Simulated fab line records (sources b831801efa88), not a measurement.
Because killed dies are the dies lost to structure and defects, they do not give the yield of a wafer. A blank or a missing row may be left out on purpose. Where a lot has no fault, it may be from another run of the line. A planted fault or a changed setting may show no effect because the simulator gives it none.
fab line records ; flow sky130
[record] lots = 14; wafers = 42; lastDay = 50
route steps=708 shown GATE_OXIDE@203 PAD_OPEN@708
lots that met no fault: from a run of the same line without faults
startH: hours from the record's first day to the start of the lot's first wafer shown ; waitH: hours from the lot's prior step to this one ; " the same as in the row above ; L1.1+2: several wafers, shown together as one row ; - no value, or no start was given ; * or withheld: withheld ; < > ~ a bound
route shown NAME@n: NAME is a module with steps in the file, n the number in the route of the first one ; usual: the fault-free wafers' mean and standard deviation ; same: alike in all rows ; chamber/n: place in a boat ; sites: each site's reading ; _std_site: the standard deviation of these ; _edge_site: the outer-site mean with the inner-site mean subtracted ; radiusMm: how far each site lies from the wafer's centre ; mask NAME#n: copy n ; behind: tool/chamber where the wafer was last shaped ; hold: why the lot went on hold/how many hours it stayed there/how the hold came to an end ; device: the n, p or np transistor that did not switch ; end of line: the route-end tests of the same wafers ; for a step that has no rows: nothing shown but its recipe ; killed: the dies lost at the first sort to structure and to defects; this is not the yield of the wafer ; map: dies across one wafer; x = killed, . = not, _ = none there
set.NAME: the run value of the setting; set.NAME@STEP: its run value at that earlier step ; model.NAME: the simulator's own value behind a step, which no gauge read
steps of the route over a sample of lots; a table a step, a row a wafer
services: a tool's chamber out of use, with start hour (startH, from the record's first day; less than 0 if before it), hours out, and reason
[[steps]]
[step SKY_GATE_OXIDE_OXIDATION_16]
[recipe] tempC = 800; ambient = O2; idleTempC = 700; rampUpCPerMin = 10; rampDownCPerMin = 3; stabiliseS = 600; purgeS = 300; targetThkA = 35.7; oxTimeS = 1915
[usual] rampUpCPerMin = 9.9999/0.002; spikeTcBottomC = 815.3/1.4; spikeTcCentreC = 801.4/0.93; spikeTcLowerC = 799.6/0.98; spikeTcTopC = 810.9/1.2; spikeTcUpperC = 800.0/1.1; tubeCenterTempC = 800/0.069; tube_center_temp_C_max = 802.1/0.31
[same] purgeS = 300
lot.wafer;tool;chamber;startH;waitH;rampUpCPerMin;spikeTcBottomC;spikeTcCentreC;spikeTcLowerC;spikeTcTopC;spikeTcUpperC;tubeCenterTempC;tube_center_temp_C_max
L719.2;furnace-02;0;325.45;1.6;9.9991;816.9;801.0;798.5;812.5;800.2;800.1;802.1
L719.3;furnace-02;0;325.45;1.6;9.9992;815.4;800.9;799.0;812.8;799.9;800;802.2
L719.4;furnace-02;0;325.45;1.6;10.003;816.3;801.9;799.6;811.5;799.5;800.14;801.9
L721.1;furnace-02;0;338.41;0.0;9.9985;816.0;801.1;800.9;812.2;800.1;800.01;801.7
L721.3;furnace-02;0;338.41;0.0;10.001;816.9;802.1;800.3;811.0;799.2;800.06;802.0
L721.5;furnace-02;0;338.41;0.0;9.9975;816.5;802.9;800.8;812.0;799.7;800.03;802.1
L723.1;furnace-01;0;346.23;0.2;9.9985;814.7;800.9;799.9;810.5;800.4;799.97;802.4
L723.2;furnace-01;0;346.23;0.2;9.9985;813.6;800.6;798.9;810.1;799.2;799.84;801.5
L723.6;furnace-01;0;346.23;0.2;10.002;814.8;802.2;797.8;810.0;799.1;799.97;802.0
L724.4;furnace-01;0;354.11;0.1;10.003;814.4;803.3;800.2;809.4;802.1;799.96;802.0
L724.5;furnace-01;0;354.11;0.1;9.9994;815.0;802.7;799.5;810.6;801.3;800.09;801.7
L724.6;furnace-01;0;354.11;0.1;9.9969;815.0;801.1;800.0;811.0;801.2;799.91;802.2
L726.1;furnace-01;0;377.73;0.2;9.9980;814.9;800.5;799.3;811.0;799.8;800.12;802.1
L726.3;furnace-01;0;377.73;0.2;9.9990;814.5;800.5;798.3;810.0;800.9;800.02;802.1
L726.6;furnace-01;0;377.73;0.2;9.9975;813.6;800.5;798.9;811.1;799.8;800.04;801.7
L727.1;furnace-02;0;381.61;0.8;10.002;815.7;801.8;800.8;811.6;798.8;800.08;802.3
L727.3;furnace-02;0;381.61;0.8;10.002;815.3;801.8;800.0;812.8;800.1;799.93;802.2
L727.4;furnace-02;0;381.61;0.8;10.003;816.5;800.9;798.2;812.0;798.3;799.94;802.0
L729.1;furnace-01;0;392.39;0.0;10.004;814.4;801.5;800.0;808.3;799.7;800.04;801.7
L729.5;furnace-01;0;392.39;0.0;9.9987;814.6;801.3;799.5;811.2;801.0;800;802.5
L729.6;furnace-01;0;392.39;0.0;9.9945;815.7;799.8;799.2;809.0;800.8;800.03;802.2
L730.1;furnace-01;0;401.63;0.3;9.9996;813.8;801.2;799.4;811.6;800.9;800.02;802.7
L730.3;furnace-01;0;401.63;0.3;9.9983;814.7;801.9;798.5;809.9;800.3;800.02;802.0
L730.4;furnace-01;0;401.63;0.3;10.000;813.3;801.8;798.4;808.7;798.8;799.94;802.4
L731.1;furnace-01;0;408.45;0.0;10.001;833.8;819.1;818.0;827.4;818.4;818.08;819.8
L731.3;furnace-01;0;408.45;0.0;10.001;834.5;818.4;819.4;828.7;816.8;818.15;820.0
L731.6;furnace-01;0;408.45;0.0;9.9986;833.6;818.3;818.3;828.4;817.7;818.18;820.4
L732.3;furnace-01;0;434.53;0.2;10.001;832.1;820.1;816.1;827.5;820.3;818.16;820.5
L732.4;furnace-01;0;434.53;0.2;9.9964;831.8;819.1;818.3;827.2;818.4;818;820.1
L732.5;furnace-01;0;434.53;0.2;10.000;833.6;818.6;816.6;829.0;817.7;818.26;819.8
L733.2;furnace-02;0;436.46;1.1;9.9996;816.0;802.2;799.6;810.9;798.5;800.04;802.0
L733.4;furnace-02;0;436.46;1.1;10.002;817.2;800.3;800.6;812.5;800.0;799.89;801.7
L733.5;furnace-02;0;436.46;1.1;9.9982;815.2;801.0;800.0;812.2;798.2;800.03;802.2
L735.2;furnace-02;0;443.86;0.0;9.9992;817.1;801.3;798.7;810.0;799.5;800;802.6
L735.4;furnace-02;0;443.86;0.0;9.9991;815.8;801.2;800.1;810.6;800.9;799.99;801.7
L735.5;furnace-02;0;443.86;0.0;9.9991;816.8;802.6;799.1;811.8;800.4;800.02;801.8
L741.2;furnace-02;0;514.85;0.0;9.9969;817.0;802.4;801.1;812.7;799.0;800.01;802.1
L741.4;furnace-02;0;514.85;0.0;9.9984;816.1;799.5;799.1;811.2;799.3;800.08;802.2
L741.6;furnace-02;0;514.85;0.0;10.004;818.4;802.0;799.0;811.7;798.7;799.95;802.6
L742.2;furnace-01;0;516.98;0.7;10.000;814.8;801.7;799.5;810.3;801.3;800.16;802.8
L742.4;furnace-01;0;516.98;0.7;9.9994;814.5;801.1;799.2;809.5;800.4;799.92;802.2
L742.5;furnace-01;0;516.98;0.7;9.9997;813.7;800.2;798.2;810.8;800.1;800.08;801.9
[step SKY_PAD_OPEN_PROBE_99]
[usual] killed_at_M0_to_M3 = 44/7.1; killed_at_M4_up = 3.0/1.9; killedAtContacts = 25/5.6; killedAtFrontEnd = 14/4.1; killedAtOther = 0.2/0.44; killedDies = 86/9.1; killedOpen = 47/7.4; killedShort = 39/5.7
[same] grossDies = 492; killedAtBackSide = 0
lot.wafer;tool;chamber;startH;waitH;hold;killed_at_M0_to_M3;killed_at_M4_up;killedAtContacts;killedAtFrontEnd;killedAtOther;killedDies;killedOpen;killedShort
L719.2;prober-02;-;1091.77;0.1;-;41;1;28;12;0;82;44;38
L719.3;prober-02;-;1091.82;0.2;-;39;1;38;13;0;91;52;39
L719.4;prober-02;-;1091.87;0.2;-;33;6;23;19;0;81;41;38
L721.1;prober-01;-;1095.57;0.1;-;57;5;24;11;0;97;56;41
L721.3;prober-01;-;1095.67;0.2;-;45;2;22;10;0;79;39;40
L721.5;prober-01;-;1095.77;0.2;-;37;1;27;12;0;77;39;38
L723.1;prober-02;-;1101.99;0.1;-;40;4;23;13;0;80;52;28
L723.2;prober-02;-;1102.04;0.1;-;37;4;30;18;0;89;53;36
L723.6;prober-02;-;1102.24;0.2;-;34;3;24;18;0;79;47;32
L724.4;prober-02;-;1103.74;0.2;-;46;3;23;12;0;84;51;33
L724.5;prober-02;-;1103.79;0.2;-;38;5;21;15;1;80;46;34
L724.6;prober-02;-;1103.84;0.2;-;37;4;20;19;0;80;36;44
L726.1;prober-02;-;1119.35;0.1;-;44;5;23;10;0;82;46;36
L726.3;prober-02;-;1119.45;0.2;-;33;3;22;13;0;71;40;31
L726.6;prober-02;-;1119.60;0.2;-;45;4;21;6;0;76;38;38
L727.1;prober-02;-;1124.46;0.1;-;42;2;26;16;0;86;45;41
L727.3;prober-02;-;1124.56;0.2;-;48;5;29;14;0;96;55;41
L727.4;prober-02;-;1124.61;0.2;-;54;2;24;17;1;98;50;48
L729.1;prober-02;-;1128.98;0.1;-;38;3;30;21;0;92;48;44
L729.5;prober-02;-;1129.18;0.2;-;43;8;32;13;0;96;51;45
L729.6;prober-02;-;1129.23;0.2;-;41;2;29;21;1;94;50;44
L730.1;prober-01;-;1140.12;0.1;-;50;5;19;12;0;86;45;41
L730.3;prober-01;-;1140.22;0.2;-;52;0;31;16;1;100;50;50
L730.4;prober-01;-;1140.27;0.2;-;36;7;29;18;0;90;48;42
L731.1;prober-02;-;1143.20;0.1;awaitDispo/4.1h/release;55;5;26;2;0;88;53;35
L731.3;prober-02;-;1143.30;0.2;awaitDispo/4.1h/release;50;2;17;9;1;79;45;34
L731.6;prober-02;-;1143.45;0.2;awaitDispo/4.1h/release;46;3;30;15;1;95;45;50
L732.3;prober-01;-;1159.70;0.2;awaitDispo/3.3h/release;56;6;33;20;0;115;58;57
L732.4;prober-01;-;1159.75;0.2;awaitDispo/3.3h/release;44;3;33;15;0;95;55;40
L732.5;prober-01;-;1159.80;0.2;awaitDispo/3.3h/release;53;2;30;13;1;99;54;45
L733.2;prober-01;-;1160.72;0.1;-;38;3;23;10;0;74;40;34
L733.4;prober-01;-;1160.82;0.2;-;41;4;20;19;0;84;45;39
L733.5;prober-01;-;1160.87;0.2;-;40;6;35;9;0;90;46;44
L735.2;prober-01;-;1165.97;0.1;-;36;1;34;10;0;81;51;30
L735.4;prober-01;-;1166.07;0.2;-;39;2;25;13;1;80;38;42
L735.5;prober-01;-;1166.12;0.2;-;41;3;24;15;1;84;48;36
L741.2;prober-02;-;1204.37;0.1;-;40;2;28;17;0;87;38;49
L741.4;prober-02;-;1204.47;0.2;-;32;6;21;20;0;79;33;46
L741.6;prober-02;-;1204.57;0.2;-;42;2;28;15;0;87;49;38
L742.2;prober-02;-;1208.25;0.1;-;47;2;33;9;1;92;49;43
L742.4;prober-02;-;1208.35;0.2;-;49;2;29;15;0;95;61;34
L742.5;prober-02;-;1208.40;0.2;-;54;1;19;24;0;98;50;48
// killed by level:class
L719.2 CONTACT:geometricParticle:open=12 VIA1:geometricParticle:open=11 CONTACT:geometricParticle:short=6 VIA3:geometricParticle:open=6 LI_CONTACT:geometricParticle:open=5 METAL1:geometricParticle:short=5 LOCAL_INTERCONNECT:geometricParticle:short=4 VIA1:geometricParticle:short=4
L719.3 CONTACT:geometricParticle:open=18 LI_CONTACT:geometricParticle:open=11 METAL1:geometricParticle:short=8 VIA1:geometricParticle:open=8 VIA2:geometricParticle:short=6 POLY_GATE:geometricParticle:short=5 VIA3:geometricParticle:open=5 METAL2:geometricParticle:short=4
L719.4 LI_CONTACT:geometricParticle:open=7 CONTACT:geometricParticle:open=7 METAL4:geometricParticle:short=6 FIELD_ISO:geometricParticle:short=5 CONTACT:geometricParticle:short=5 VIA1:geometricParticle:open=5 METAL2:geometricParticle:short=5 VIA3:geometricParticle:open=5
L721.1 VIA1:geometricParticle:open=16 VIA2:geometricParticle:open=10 LOCAL_INTERCONNECT:geometricParticle:short=8 VIA3:geometricParticle:open=8 LI_CONTACT:geometricParticle:open=7 METAL2:geometricParticle:short=7 METAL1:geometricParticle:short=5 CONTACT:geometricParticle:open=5
L721.3 VIA1:geometricParticle:short=12 CONTACT:geometricParticle:open=10 VIA1:geometricParticle:open=8 VIA2:geometricParticle:open=7 VIA3:geometricParticle:open=6 LOCAL_INTERCONNECT:geometricParticle:short=5 METAL1:geometricParticle:short=5 POLY_GATE:geometricParticle:short=3
L721.5 CONTACT:geometricParticle:open=11 CONTACT:geometricParticle:short=7 VIA1:geometricParticle:open=7 VIA1:geometricParticle:short=6 METAL1:geometricParticle:short=5 VIA2:geometricParticle:open=5 VIA3:geometricParticle:open=5 LOCAL_INTERCONNECT:geometricParticle:short=4
L723.1 CONTACT:geometricParticle:open=11 VIA1:geometricParticle:open=9 VIA3:geometricParticle:open=8 VIA2:geometricParticle:open=5 POLY_GATE:geometricParticle:open=4 VIA3:geometricParticle:short=4 LI_CONTACT:geometricParticle:open=4 CONTACT:geometricParticle:short=4
L723.2 CONTACT:geometricParticle:open=9 VIA1:geometricParticle:open=8 CONTACT:geometricParticle:short=8 VIA2:geometricParticle:open=8 FIELD_ISO:geometricParticle:open=7 VIA3:geometricParticle:open=6 LI_CONTACT:geometricParticle:open=5 POLY_GATE:geometricParticle:short=4
L723.6 CONTACT:geometricParticle:open=12 POLY_GATE:geometricParticle:open=7 VIA1:geometricParticle:open=7 VIA3:geometricParticle:open=6 LOCAL_INTERCONNECT:geometricParticle:short=5 LI_CONTACT:geometricParticle:open=5 FIELD_ISO:geometricParticle:open=4 VIA1:geometricParticle:short=4
L724.4 CONTACT:geometricParticle:open=10 VIA3:geometricParticle:open=10 VIA1:geometricParticle:open=10 VIA2:geometricParticle:open=7 LI_CONTACT:geometricParticle:open=6 VIA2:geometricParticle:short=6 FIELD_ISO:geometricParticle:open=4 POLY_GATE:geometricParticle:open=4
L724.5 VIA1:geometricParticle:open=11 VIA2:geometricParticle:open=8 LI_CONTACT:geometricParticle:open=7 LOCAL_INTERCONNECT:geometricParticle:short=5 CONTACT:geometricParticle:open=5 METAL3:geometricParticle:short=5 VIA3:geometricParticle:open=5 FIELD_ISO:geometricParticle:open=4
L724.6 CONTACT:geometricParticle:open=7 VIA1:geometricParticle:open=6 VIA2:geometricParticle:open=5 POLY_GATE:geometricParticle:short=5 CONTACT:geometricParticle:short=5 VIA2:geometricParticle:short=5 FIELD_ISO:geometricParticle:open=4 VIA1:geometricParticle:short=4
L726.1 VIA1:geometricParticle:open=14 VIA3:geometricParticle:open=8 LI_CONTACT:geometricParticle:open=7 CONTACT:geometricParticle:short=7 VIA2:geometricParticle:open=5 METAL2:geometricParticle:short=5 CONTACT:geometricParticle:open=4 VIA2:geometricParticle:short=4
L726.3 CONTACT:geometricParticle:open=8 VIA2:geometricParticle:open=7 VIA3:geometricParticle:open=7 LI_CONTACT:geometricParticle:open=5 LI_CONTACT:geometricParticle:short=4 METAL2:geometricParticle:short=4 FIELD_ISO:geometricParticle:short=3 FIELD_ISO:geometricParticle:open=3
L726.6 VIA1:geometricParticle:open=13 CONTACT:geometricParticle:short=8 METAL2:geometricParticle:short=8 VIA3:geometricParticle:open=7 CONTACT:geometricParticle:open=5 METAL1:geometricParticle:short=5 FIELD_ISO:geometricParticle:open=3 LI_CONTACT:geometricParticle:open=3
L727.1 CONTACT:geometricParticle:open=13 VIA1:geometricParticle:open=8 VIA1:geometricParticle:short=8 METAL1:geometricParticle:short=7 METAL2:geometricParticle:short=7 LI_CONTACT:geometricParticle:open=6 FIELD_ISO:geometricParticle:short=5 FIELD_ISO:geometricParticle:open=4
L727.3 CONTACT:geometricParticle:open=13 VIA1:geometricParticle:open=8 VIA3:geometricParticle:open=8 METAL1:geometricParticle:short=6 LI_CONTACT:geometricParticle:open=6 VIA2:geometricParticle:open=6 CONTACT:geometricParticle:short=5 VIA2:geometricParticle:short=5
L727.4 METAL2:geometricParticle:short=15 CONTACT:geometricParticle:open=11 VIA1:geometricParticle:open=9 METAL1:geometricParticle:short=8 FIELD_ISO:geometricParticle:short=6 VIA2:geometricParticle:open=6 LI_CONTACT:geometricParticle:open=6 VIA3:geometricParticle:open=5
L729.1 CONTACT:geometricParticle:open=11 LI_CONTACT:geometricParticle:open=10 METAL2:geometricParticle:short=8 VIA2:geometricParticle:open=8 POLY_GATE:geometricParticle:short=7 FIELD_ISO:geometricParticle:short=6 METAL1:geometricParticle:short=5 VIA1:geometricParticle:short=5
L729.5 CONTACT:geometricParticle:open=9 VIA3:geometricParticle:open=8 LI_CONTACT:geometricParticle:short=7 CONTACT:geometricParticle:short=7 FIELD_ISO:geometricParticle:short=6 METAL1:geometricParticle:short=6 VIA1:geometricParticle:open=6 LI_CONTACT:geometricParticle:open=5
L729.6 VIA1:geometricParticle:open=14 LI_CONTACT:geometricParticle:open=9 FIELD_ISO:geometricParticle:open=7 METAL1:geometricParticle:short=7 CONTACT:geometricParticle:open=6 LOCAL_INTERCONNECT:geometricParticle:short=5 POLY_GATE:geometricParticle:short=4 LI_CONTACT:geometricParticle:short=4
L730.1 VIA2:geometricParticle:open=11 VIA1:geometricParticle:open=8 LI_CONTACT:geometricParticle:open=7 CONTACT:geometricParticle:open=7 VIA1:geometricParticle:short=6 METAL2:geometricParticle:short=5 METAL3:geometricParticle:short=4 SPACER:geometricParticle:short=4
L730.3 VIA1:geometricParticle:open=13 METAL2:geometricParticle:short=11 CONTACT:geometricParticle:open=8 LI_CONTACT:geometricParticle:open=7 VIA3:geometricParticle:open=7 LOCAL_INTERCONNECT:geometricParticle:short=6 CONTACT:geometricParticle:short=5 FIELD_ISO:geometricParticle:short=4
L730.4 LI_CONTACT:geometricParticle:open=9 CONTACT:geometricParticle:open=8 FIELD_ISO:geometricParticle:open=7 VIA1:geometricParticle:open=7 POLY_GATE:geometricParticle:short=5 METAL2:geometricParticle:short=5 CONTACT:geometricParticle:short=5 VIA2:geometricParticle:short=5
L731.1 VIA1:geometricParticle:open=18 CONTACT:geometricParticle:open=12 VIA2:geometricParticle:open=10 LI_CONTACT:geometricParticle:short=5 METAL3:geometricParticle:short=5 LI_CONTACT:geometricParticle:open=4 METAL1:geometricParticle:short=4 VIA3:geometricParticle:short=4
L731.3 VIA2:geometricParticle:open=15 CONTACT:geometricParticle:open=7 LI_CONTACT:geometricParticle:open=6 VIA1:geometricParticle:short=6 VIA1:geometricParticle:open=5 METAL1:geometricParticle:short=5 VIA2:geometricParticle:short=5 VIA3:geometricParticle:open=4
L731.6 VIA1:geometricParticle:open=11 LI_CONTACT:geometricParticle:open=9 CONTACT:geometricParticle:short=7 VIA2:geometricParticle:open=7 LOCAL_INTERCONNECT:geometricParticle:short=6 VIA1:geometricParticle:short=5 METAL1:geometricParticle:short=5 METAL3:geometricParticle:short=5
L732.3 VIA1:geometricParticle:open=13 LI_CONTACT:geometricParticle:open=11 POLY_GATE:geometricParticle:open=10 CONTACT:geometricParticle:short=9 METAL1:geometricParticle:short=9 VIA1:geometricParticle:short=8 METAL4:geometricParticle:short=6 METAL2:geometricParticle:short=5
L732.4 CONTACT:geometricParticle:open=14 LI_CONTACT:geometricParticle:open=7 VIA1:geometricParticle:short=7 VIA1:geometricParticle:open=7 METAL2:geometricParticle:short=7 VIA3:geometricParticle:open=7 FIELD_ISO:geometricParticle:open=6 VIA2:geometricParticle:open=6
L732.5 VIA1:geometricParticle:open=12 CONTACT:geometricParticle:open=10 VIA3:geometricParticle:open=9 LI_CONTACT:geometricParticle:open=8 METAL2:geometricParticle:short=8 POLY_GATE:geometricParticle:short=5 CONTACT:geometricParticle:short=5 VIA2:geometricParticle:open=5
L733.2 CONTACT:geometricParticle:open=14 METAL1:geometricParticle:short=7 VIA1:geometricParticle:open=6 VIA3:geometricParticle:open=6 FIELD_ISO:geometricParticle:open=4 VIA2:geometricParticle:short=4 VIA2:geometricParticle:open=4 FIELD_ISO:geometricParticle:short=3
L733.4 VIA1:geometricParticle:open=11 FIELD_ISO:geometricParticle:open=7 LI_CONTACT:geometricParticle:open=7 FIELD_ISO:geometricParticle:short=6 METAL1:geometricParticle:short=5 CONTACT:geometricParticle:short=5 VIA2:geometricParticle:open=5 CONTACT:geometricParticle:open=4
L733.5 VIA1:geometricParticle:open=12 LI_CONTACT:geometricParticle:open=11 CONTACT:geometricParticle:open=11 VIA1:geometricParticle:short=8 LOCAL_INTERCONNECT:geometricParticle:short=7 VIA3:geometricParticle:open=6 CONTACT:geometricParticle:short=5 FIELD_ISO:geometricParticle:short=4
L735.2 CONTACT:geometricParticle:open=17 VIA1:geometricParticle:open=9 LI_CONTACT:geometricParticle:open=7 VIA3:geometricParticle:open=6 VIA2:geometricParticle:open=6 CONTACT:geometricParticle:short=5 METAL2:geometricParticle:short=5 POLY_GATE:geometricParticle:short=3
L735.4 LI_CONTACT:geometricParticle:open=9 METAL2:geometricParticle:short=8 VIA2:geometricParticle:open=7 CONTACT:geometricParticle:open=6 METAL1:geometricParticle:short=6 CONTACT:geometricParticle:short=5 FIELD_ISO:geometricParticle:open=4 VIA1:geometricParticle:short=4
L735.5 METAL2:geometricParticle:short=11 CONTACT:geometricParticle:open=10 LI_CONTACT:geometricParticle:open=7 VIA1:geometricParticle:open=7 FIELD_ISO:geometricParticle:open=4 POLY_GATE:geometricParticle:open=4 LI_CONTACT:geometricParticle:short=4 VIA2:geometricParticle:open=4
L741.2 LI_CONTACT:geometricParticle:open=10 METAL1:geometricParticle:short=8 VIA1:geometricParticle:open=7 POLY_GATE:geometricParticle:short=6 VIA1:geometricParticle:short=5 LI_CONTACT:geometricParticle:short=5 CONTACT:geometricParticle:short=5 CONTACT:geometricParticle:open=5
L741.4 CONTACT:geometricParticle:open=8 LI_CONTACT:geometricParticle:open=7 VIA3:geometricParticle:short=6 FIELD_ISO:geometricParticle:short=5 POLY_GATE:geometricParticle:short=5 VIA2:geometricParticle:open=5 METAL1:geometricParticle:short=4 METAL3:geometricParticle:short=4
L741.6 CONTACT:geometricParticle:open=13 VIA2:geometricParticle:open=8 VIA3:geometricParticle:open=7 CONTACT:geometricParticle:short=5 METAL2:geometricParticle:short=5 FIELD_ISO:geometricParticle:open=4 POLY_GATE:geometricParticle:short=4 VIA3:geometricParticle:short=4
L742.2 VIA1:geometricParticle:open=13 VIA3:geometricParticle:open=9 CONTACT:geometricParticle:short=8 VIA2:geometricParticle:open=8 LI_CONTACT:geometricParticle:short=7 CONTACT:geometricParticle:open=7 LI_CONTACT:geometricParticle:open=6 LOCAL_INTERCONNECT:geometricParticle:short=5
L742.4 VIA1:geometricParticle:open=16 CONTACT:geometricParticle:open=14 FIELD_ISO:geometricParticle:open=7 VIA1:geometricParticle:short=7 CONTACT:geometricParticle:short=6 VIA2:geometricParticle:open=6 METAL2:geometricParticle:short=5 LI_CONTACT:geometricParticle:open=4
L742.5 VIA1:geometricParticle:open=14 CONTACT:geometricParticle:open=10 VIA1:geometricParticle:short=9 METAL2:geometricParticle:short=9 FIELD_ISO:geometricParticle:short=8 FIELD_ISO:geometricParticle:open=7 VIA3:geometricParticle:open=5 VIA2:geometricParticle:open=5
[[services]]
tool;chamber;startH;hours;kind
furnace-02;-;303.07;3.6;pm
furnace-01;-;483.28;2.2;pm
[[key]]
[firstSign] step = SKY_GATE_OXIDE_OXIDATION_16; reading = tubeCenterTempC; direction = up; sigmas = 99+; usual = *; struck = *
[effect] step = SKY_GATE_OXIDE_OXIDATION_16; reading = tube_center_temp_C_max; direction = up; sigmas = 58; usual = *; struck = *
[effect] step = SKY_PAD_OPEN_PROBE_99; reading = hold; direction = added
metAt SKY_GATE_OXIDE_OXIDATION_16
struckLots L731,L732
testerLeftOut L731,L732
onsetBetween 401.63 408.45
[fault] kind = processParameterDrift; tool = furnace-01; chamber = -; onsetH = 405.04; steps = SKY_GATE_OXIDE_OXIDATION_16; channel = tempC; offset = *; shape = step; endH = 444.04; actsIn = *; stated = *
// testerLeftOut: of these lots the tester's yield and bins aren't shown, on N5 and GAA mostly nor the transistor test; their killed dies are dies lost to structure and defects alone, not to doping, threshold or leakage, so they don't give the yield
